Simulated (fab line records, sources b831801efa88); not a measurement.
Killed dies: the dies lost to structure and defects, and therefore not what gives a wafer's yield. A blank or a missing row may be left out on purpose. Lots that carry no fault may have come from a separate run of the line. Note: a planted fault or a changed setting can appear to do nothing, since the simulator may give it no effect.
Comparing a struck lot with a sound one + flow sky130 + 15 out of 708 route steps
Sound: the wafers L696.1, L696.2, L696.6. The struck wafers were L703.1, L703.5, L703.6. The cause is named last.
Per side, at each step with rows, come the tool, then ch with its chambers, and then its first start. Under that, the readings that differ: sound wafers + struck wafers + difference of the means + sigmas: that difference in standard deviations of wafers without a fault.
alike: same words and numbers on both sides, and readings whose means sit less than 2 such deviations apart. not compared: any withheld reading, any reading some wafer has no value for, any bound like >300 that may hide the same value, and any number with overlapping values for which the record gives no deviation.
A row with sigmas, a row that says differs or no value, or rows on one side alone: a step with any of these is where the two part. Numbers that have no deviation but don't overlap get no sigmas and don't part them. Lack of a reading on every wafer of one side parts them only where that side has two or more wafers.

SKY_POLY_GATE_CD_MEAS_22:
  sound on cd sem-02, day 20 10:50; struck on cd sem-02, day 23 02:25
  alike: cd nm
then, 7 steps without rows for these wafers: SKY_LDD_N_DEHYDRATE_00 (time 60 s); SKY_LDD_N_HMDS_01 (prime time 60 s); SKY_LDD_N_COAT_02 (resist thk 300 nm); SKY_LDD_N_SOFTBAKE_03 (time 60 s); SKY_LDD_N_EXPOSE_04 (exposes mask NTM, target cd 840 nm); SKY_LDD_N_PEB_05; SKY_LDD_N_DEVELOP_06 (develop time 60 s).
SKY_LDD_N_OVL_MEAS_07:
  sound on overlay-01, day 21 17:01; struck on overlay-02, day 24 08:07
  alike: LDD_N_OVL
then, 3 steps without rows for these wafers: SKY_LDD_N_IMPLANT_08; SKY_LDD_N_IMPLANT_09; SKY_LDD_N_IMPLANT_10.
SKY_LDD_N_IMPLANT_11:
  sound on implanter-03 ch 0, day 21 17:30; struck on implanter-02 ch 0, day 24 08:36
| reading                   | sound                | struck               | difference | sigmas |
|---------------------------|----------------------|----------------------|------------|--------|
| beam energy keV           | 19.997 20.003 19.990 | 19.548 19.546 19.541 | -0.452     | -69    |
| model.implant.drp nm (nm) | 7.212 7.212 7.212    | 7.098 7.098 7.098    | -0.114     |        |
after that, 1 step had no rows for these wafers: SKY_LDD_N_IMPLANT_12.
-- the record jumps here: 26 days lie between the struck wafers' starts before and after (it left off in module LDD_N and takes up again in module PAD_OPEN, whose first step shown is number 708 of the route) --
SKY_PAD_OPEN_PROBE_99:
  sound on prober-01, day 48 09:21; struck on prober-02, day 49 22:59
  alike: killed_at_M0_to_M3, killed_at_M4_up, killed at contacts, killed at front end, killed at other, killed dies, killed open, killed short

== WHERE THEY PART ==
Only at SKY_LDD_N_IMPLANT_11, within this record. Later steps at which nothing parts them and some readings are alike: SKY_PAD_OPEN_PROBE_99.

WHY: what had been put in by the simulator
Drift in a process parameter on implanter-02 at SKY_LDD_N_IMPLANT_11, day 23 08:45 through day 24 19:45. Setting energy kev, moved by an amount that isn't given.
